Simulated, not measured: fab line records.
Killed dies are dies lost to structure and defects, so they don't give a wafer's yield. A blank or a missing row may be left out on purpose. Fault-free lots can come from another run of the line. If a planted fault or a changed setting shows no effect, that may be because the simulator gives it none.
One fault seen from 2 desks + flow gf180mcu + each desk holds nothing but its own numbers, with what lay behind them at the end

== THE METROLOGY DESK ==
What the gauges read, lot by lot, whatever tool the lot ran on: means of the sampled wafers that have a number. Marked OUT: a lot whose mean sits more than 4 standard deviations from the usual mean, which makes it out of limits; the brackets give that distance.
Columns: A = TOP_METAL_OVL at GF_TOP_METAL_OVL_MEAS_15, usual -0.4 nm
| lot  | first seen here | A               |
|------|-----------------|-----------------|
| L613 | day 27 20:56    | 0.1             |
| L616 | day 29 01:23    | -2.3            |
| L617 | day 29 09:17    | 0.1             |
| L619 | day 29 21:26    | -1.3            |
| L622 | day 30 19:47    | 0.8             |
| L623 | day 31 09:44    | 0.2             |
| L624 | day 31 13:50    | 1.7             |
| L625 | day 31 15:11    | -0.7            |
| L628 | day 32 12:44    | 1.0             |
| L631 | day 33 00:11    | 128.2 (+92) OUT |
| L635 | day 34 00:09    | -2.2            |
| L636 | day 34 02:52    | 126.5 (+91) OUT |
Per this desk, out of limits: L631, L636; the first was L631, day 33 00:11 (TOP_METAL_OVL at GF_TOP_METAL_OVL_MEAS_15). L613, L616, L617, L619, L622, L623, L624, L625, L628, L635: within limits.

== TOOL OWNER'S DESK, ilineStepper-01 ==
The tool's own readings at GF_TOP_METAL_EXPOSE_11 (exposes mask MetalTop, target cd 440 nm): means of the sampled wafers that have a number, for each lot that ran on this tool. Marked OUT: a lot whose mean sits more than 4 standard deviations from the usual mean, which makes it out of limits; the brackets give that distance.
Columns: A = stageVelMmS at GF_TOP_METAL_EXPOSE_11, usual 499.98 mm/s
| lot  | first seen here | A      |
|------|-----------------|--------|
| L613 | day 27 11:22    | 499.98 |
| L616 | day 28 15:41    | 499.82 |
| L622 | day 30 10:59    | 500.19 |
| L624 | day 31 04:49    | 499.93 |
| L625 | day 31 06:31    | 499.71 |
| L628 | day 32 04:28    | 499.83 |
| L631 | day 32 16:29    | 499.96 |
| L636 | day 33 19:40    | 500.06 |
Finding of this desk: none of the 8 lots has anything out of limits.

== TAKEN TOGETHER ==
L631, L636 would have let the metrology desk raise an alarm at day 33 00:11.
The desk of the tool owner found nothing out of limits.
On record at the tool owner's desk: L631, L636, within its limits.
On ilineStepper-01, each named lot ran GF_TOP_METAL_EXPOSE_11.

== WHAT THE SIMULATOR HAD PUT IN ==
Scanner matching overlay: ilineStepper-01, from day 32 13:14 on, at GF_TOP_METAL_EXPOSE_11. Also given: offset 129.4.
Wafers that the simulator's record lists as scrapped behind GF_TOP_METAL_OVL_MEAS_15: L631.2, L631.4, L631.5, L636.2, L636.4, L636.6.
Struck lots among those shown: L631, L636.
Per desk, hours elapsed from the start of the fault to the first reading out of limits: for the metrology desk, 11.
